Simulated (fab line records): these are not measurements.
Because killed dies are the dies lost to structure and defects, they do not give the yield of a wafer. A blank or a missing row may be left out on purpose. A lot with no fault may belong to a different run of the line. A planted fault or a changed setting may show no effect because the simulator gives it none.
Code-filled problem report in 8D (eight disciplines) form / flow gf180mcu / the parts of the form that need people (team, actions taken, sign-off) are left out

## 1. WHAT WENT WRONG
Mean MIM_CVD_05_THK at GF_MIM_THK_MEAS_06: 49.7 nm over 3 wafers in 3 lots; fault-free wafers: 42.2 nm, standard deviation 0.5. Measured from the usual mean, that is +15 standard deviations.
First observed at day 27 05:52: wafer L313.3, on film-metro-01. Wafers with a number at this step in the record: 39, from 13 lots. Rule for "out", or "out of limits": more than 4 standard deviations from the usual mean. All remaining wafers that have a number are taken as sound.

## 2. WHAT IT IS; WHAT IT IS NOT
question=which readings at this step | is=MIM_CVD_05_THK | is not=-
question=which lots | is=L313, L315, L316 | is not=L306, L307, L308, L312, L320, L322, L323, L324, L325, L328
question=which wafers of those lots | is=L313.3, L315.6, L316.1 | is not=L313.2, L313.5, L315.1, L315.2, L316.3, L316.5
question=read on which gauges | is=film-metro-01, film-metro-02, film-metro-03 | is not=-
question=when | is=from day 27 05:52 | is not=up to then (14 sound wafers); but 22 sound wafers of L315, L316, L320, L322, L323, L324, L325, L328 came after

## 3. THE SUSPECTS, EACH WITH WHAT RULES IT OUT
Counting: a tool at a process step up to the reading stays a suspect if it ran every lot that is out. Sound lots after the first of them don't rule it out here, since some wafers of a struck lot are sound.
- the gauge at GF_MIM_THK_MEAS_06: ruled out. Those wafers that are out were read across 3 gauges (film-metro-01, film-metro-02, film-metro-03).
- pecvd-04 at GF_MIM_CVD_05 (deposits Si3N4, target thk 42 nm, time 29.086 s): kept. It processed each lot that is out (first: L313, day 27 05:49); up to then, its last sound lot is L312 (day 27 01:55).
- Within pecvd-04 at GF_MIM_CVD_05: the wafers that are out ran in chamber 0; their sound lot-mates ran in chambers 1, 2.
After counting, what remains is pecvd-04 at GF_MIM_CVD_05.

## 4. THE CAUSE (what the simulator had put in)
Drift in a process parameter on pecvd-04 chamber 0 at GF_MIM_CVD_05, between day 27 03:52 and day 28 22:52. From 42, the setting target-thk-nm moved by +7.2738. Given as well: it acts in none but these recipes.
Only this tool survived the counting.

## 5. THE EFFECT CHAIN, in route order
Each row: a reading where the mean over the struck wafers with a number is more than 3 standard deviations away from the usual. Only readings for which the record gives a usual standard deviation are gone through. hours: the time from each lot's start at the first step in this table that gives one to its start at this step, as a median over the lots. sigmas: the change in usual standard deviations.
hours=0; step=GF_MIM_THK_MEAS_06; reading=MIM_CVD_05_THK; usual=42.2 nm; on struck wafers=49.7; change=+7.5; sigmas=+15

## 6. HOW IT WOULD HAVE BEEN CAUGHT EARLIER
2 hours passed between the start of the fault at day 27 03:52 and the first reading out of limits at a measuring or inspecting step in this record, taken at day 27 05:52.
Of the tool readings at GF_MIM_CVD_05 for which the record gives a usual standard deviation, none was out on any struck wafer, so an alarm limit of 4 standard deviations on them would not have fired.
Among the 3 lots that are out, L315, L316 began GF_MIM_CVD_05 on pecvd-04 after day 27 05:52. A hold on the tool at that time would have spared those 2.
